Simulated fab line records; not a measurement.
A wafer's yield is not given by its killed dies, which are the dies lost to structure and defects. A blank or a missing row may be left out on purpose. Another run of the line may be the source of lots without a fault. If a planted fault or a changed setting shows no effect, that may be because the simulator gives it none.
The tool behind it: which one?    flow sky130    11 lots, 33 wafers sampled, at 5 steps of a route of 708

== WHAT EACH GAUGE READ, for each wafer ==
SKY_VIA1_THK_MEAS_01.
lot   measured      on            VIA1_HDPCVD_THK (nm)
L747  day 33 07:22  filmMetro-02  999 1006 1011
L748  day 33 21:38  filmMetro-02  1031 1020 1023
L749  day 34 03:17  filmMetro-01  1006 1033 1003
L752  day 34 23:44  filmMetro-02  1032 1026 1019
L753  day 35 20:25  filmMetro-01  1036 1045 1035
L756  day 36 09:35  filmMetro-02  1018 1015 1338
L758  day 37 08:19  filmMetro-04  1024 1325 1325
L764  day 38 06:13  filmMetro-04  1040 1039 1026
L767  day 39 09:04  filmMetro-01  1023 1031 1020
L769  day 39 12:01  filmMetro-02  1030 1017 1039
L770  day 40 05:16  filmMetro-02  1010 1010 1020

== TOOL THAT RAN EACH LOT (tool first, then ch and the chambers of the sampled wafers, then the start) ==
lot   SKY_CONTACT_STRIP_19                 SKY_CONTACT_SPUTTER_23       SKY_METAL1_STRIP_20                  SKY_VIA1_HDPCVD_00
L747  plasmaAsher-04 ch 0,1, day 32 00:57  pvdSputter-02, day 32 01:32  plasmaAsher-03 ch 0,1, day 33 06:40  hdpcvd-02 ch 0,1,2, day 33 07:15
L748  plasmaAsher-01 ch 0,1, day 32 17:00  pvdSputter-02, day 32 17:36  plasmaAsher-01 ch 0,1, day 33 20:54  hdpcvd-01 ch 0,1,2, day 33 21:32
L749  plasmaAsher-02 ch 0,1, day 32 21:40  pvdSputter-02, day 32 22:18  plasmaAsher-01 ch 1, day 34 02:34    hdpcvd-02 ch 0,1, day 34 03:10
L752  plasmaAsher-01 ch 0, day 33 18:48    pvdSputter-03, day 33 19:23  plasmaAsher-03 ch 0, day 34 23:02    hdpcvd-02 ch 0,2, day 34 23:38
L753  plasmaAsher-04 ch 0,1, day 34 15:05  pvdSputter-02, day 34 15:48  plasmaAsher-02 ch 0,1, day 35 19:43  hdpcvd-02 ch 1,2, day 35 20:17
L756  plasmaAsher-02 ch 0,1, day 35 04:03  pvdSputter-02, day 35 04:40  plasmaAsher-03 ch 0,1, day 36 08:52  hdpcvd-02 ch 1,2, day 36 09:25
L758  plasmaAsher-04 ch 0,1, day 36 03:11  pvdSputter-03, day 36 03:44  plasmaAsher-03 ch 0,1, day 37 07:35  hdpcvd-02 ch 0,1,2, day 37 08:11
L764  plasmaAsher-02 ch 0,1, day 37 01:12  pvdSputter-04, day 37 01:47  plasmaAsher-03 ch 0,1, day 38 05:28  hdpcvd-01 ch 0,2, day 38 06:07
L767  plasmaAsher-01 ch 0,1, day 38 05:43  pvdSputter-04, day 38 06:19  plasmaAsher-03 ch 0,1, day 39 08:22  hdpcvd-01 ch 0,1,2, day 39 08:59
L769  plasmaAsher-02 ch 0,1, day 38 09:06  pvdSputter-03, day 38 09:44  plasmaAsher-03 ch 0,1, day 39 11:18  hdpcvd-01 ch 0,1,2, day 39 11:54
L770  plasmaAsher-02 ch 0,1, day 39 02:30  pvdSputter-04, day 39 03:05  plasmaAsher-03 ch 0,1, day 40 04:34  hdpcvd-01 ch 0,1,2, day 40 05:09
- SKY_CONTACT_STRIP_19: strips in O2/N2.
- SKY_CONTACT_SPUTTER_23: material TiN, target thk 20 nm, time 80 s.
- SKY_METAL1_STRIP_20: strips in O2/N2.
- SKY_VIA1_HDPCVD_00: deposits SiO2, target thk 1030 nm, time 171.7 s.

== AS READ BY THE TOOLS THEMSELVES (means over the sampled wafers that have a number; for cases with no such wafer, the mark the record gives instead) ==
SKY_CONTACT_STRIP_19.
lot   tool            drypumpMotorCurrentA (A)  oesProductAu (a.u.)  stripTimeToEndpointS (s)
L747  plasmaAsher-04  5.5                       0.380                3.625
L748  plasmaAsher-01  5.4                       0.380                3.656
L749  plasmaAsher-02  6.1                       0.383                3.610
L752  plasmaAsher-01  5.4                       0.381                3.643
L753  plasmaAsher-04  5.5                       0.373                3.590
L756  plasmaAsher-02  5.7                       0.382                3.631
L758  plasmaAsher-04  5.7                       0.380                3.596
L764  plasmaAsher-02  5.7                       0.382                3.634
L767  plasmaAsher-01  5.4                       0.383                3.613
L769  plasmaAsher-02  6.1                       0.380                3.632
L770  plasmaAsher-02  6.0                       0.383                3.632

SKY_CONTACT_SPUTTER_23.
lot   tool           throttleValvePct (%)
L747  pvdSputter-02  29.4
L748  pvdSputter-02  29.6
L749  pvdSputter-02  29.6
L752  pvdSputter-03  30.7
L753  pvdSputter-02  29.7
L756  pvdSputter-02  29.7
L758  pvdSputter-03  30.3
L764  pvdSputter-04  29.8
L767  pvdSputter-04  29.9
L769  pvdSputter-03  30.4
L770  pvdSputter-04  29.8

SKY_METAL1_STRIP_20.
lot   tool            drypumpMotorCurrentA (A)  oesProductAu (a.u.)  stripTimeToEndpointS (s)
L747  plasmaAsher-03  5.3                       0.343                2.69
L748  plasmaAsher-01  5.3                       0.341                2.67
L749  plasmaAsher-01  5.3                       0.341                2.63
L752  plasmaAsher-03  5.3                       0.339                2.65
L753  plasmaAsher-02  6.1                       0.340                2.67
L756  plasmaAsher-03  5.3                       0.340                2.65
L758  plasmaAsher-03  5.4                       0.340                2.70
L764  plasmaAsher-03  5.4                       0.342                2.66
L767  plasmaAsher-03  5.4                       0.344                2.66
L769  plasmaAsher-03  5.4                       0.341                2.69
L770  plasmaAsher-03  5.4                       0.345                2.72

== THE ANSWER, worked out from the rows above alone ==
Rule: the lots themselves supply what counts as usual. The widest of any qualifying gaps counts: lots, ordered by their means at a reading, are off when they make up no more than a third of the lots, leave a main group of 4 or more, and stand apart from it by 3 or more times the standard deviation of that group's means. If all means in a main group match to the digits the tables above print for the reading, that group is not used. A lot without any number at a reading at which 4 lots or more have one is off too. The other lots that the step has rows for count as sound. First the gauges in route order, then the tools' own readings, where a lot's mean is used as printed above. At the first step where some lot is off, the reading lying furthest off is the one used; lots without a number count as furthest.
Off: L756, L758, at SKY_VIA1_THK_MEAS_01 (VIA1_HDPCVD_THK). For the main group the mean is 1023 nm and the standard deviation 10.
If a tool, at a process step before that reading, ran all the lots that are off and no sound lot after the first of them, it fits. The gauges at SKY_VIA1_THK_MEAS_01 are tried like those tools. One fits: hdpcvd-02 at SKY_VIA1_HDPCVD_00. A fault onset in the window from L753 (day 35 20:17, its last sound lot) to L756 (day 36 09:25, its first lot off) fits.

== WHAT THE SIMULATOR HAD INSERTED ==
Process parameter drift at SKY_VIA1_HDPCVD_00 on hdpcvd-02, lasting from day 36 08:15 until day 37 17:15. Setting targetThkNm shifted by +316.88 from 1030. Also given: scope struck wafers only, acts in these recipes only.
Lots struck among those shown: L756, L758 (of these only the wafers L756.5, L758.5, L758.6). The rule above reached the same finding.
